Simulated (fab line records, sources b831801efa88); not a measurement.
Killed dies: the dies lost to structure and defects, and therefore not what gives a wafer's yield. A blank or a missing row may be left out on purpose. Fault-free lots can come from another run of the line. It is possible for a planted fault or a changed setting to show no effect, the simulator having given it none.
Which of the tools did it? || flow sky130 || 18 wafers sampled from 6 lots at 1 step of a route of 708

WHAT THE GAUGES READ, wafer by wafer
SKY_SONOS_ONO_THK_MEAS_05.
{"lot": "L395", "measured": "day 11 23:43", "on": "filmMetro-04", "SONOS_ONO_CVD_04_THK (nm)": "5.75 5.78 5.70"}
{"lot": "L398", "measured": "day 12 23:14", "on": "filmMetro-01", "SONOS_ONO_CVD_04_THK (nm)": "5.72 5.76 5.76"}
{"lot": "L408", "measured": "day 16 05:13", "on": "filmMetro-02", "SONOS_ONO_CVD_04_THK (nm)": "5.84 5.80 5.73"}
{"lot": "L411", "measured": "day 17 04:31", "on": "filmMetro-01", "SONOS_ONO_CVD_04_THK (nm)": "5.66 5.61 5.57"}
{"lot": "L414", "measured": "day 18 01:58", "on": "filmMetro-02", "SONOS_ONO_CVD_04_THK (nm)": "5.71 5.74 5.60"}
{"lot": "L416", "measured": "day 18 19:13", "on": "filmMetro-04", "SONOS_ONO_CVD_04_THK (nm)": "5.70 5.61 5.71"}

TOOL THAT RAN EACH LOT (tool first, then ch and the chambers of the sampled wafers, then the start)
The record shows no process step preceding these readings.

THE ANSWER, worked out from the rows above alone
Rule: the lots themselves supply what counts as usual. Put in order of their means at a reading, lots are off if they are a third of the lots or fewer, leave a main group of 4 or more, and stand apart from it by a gap of 3 or more times the standard deviation of the main group's means; of several such gaps the widest counts. Not used: any main group whose means are identical at the precision the tables above print for the reading. Also off: a lot with no number at a reading for which 4 or more lots have one. Any other lot the step has rows for is counted as sound.
No lot is off at any reading shown: from this, nothing can be told.

WHAT HAD BEEN PUT IN BY THE SIMULATOR
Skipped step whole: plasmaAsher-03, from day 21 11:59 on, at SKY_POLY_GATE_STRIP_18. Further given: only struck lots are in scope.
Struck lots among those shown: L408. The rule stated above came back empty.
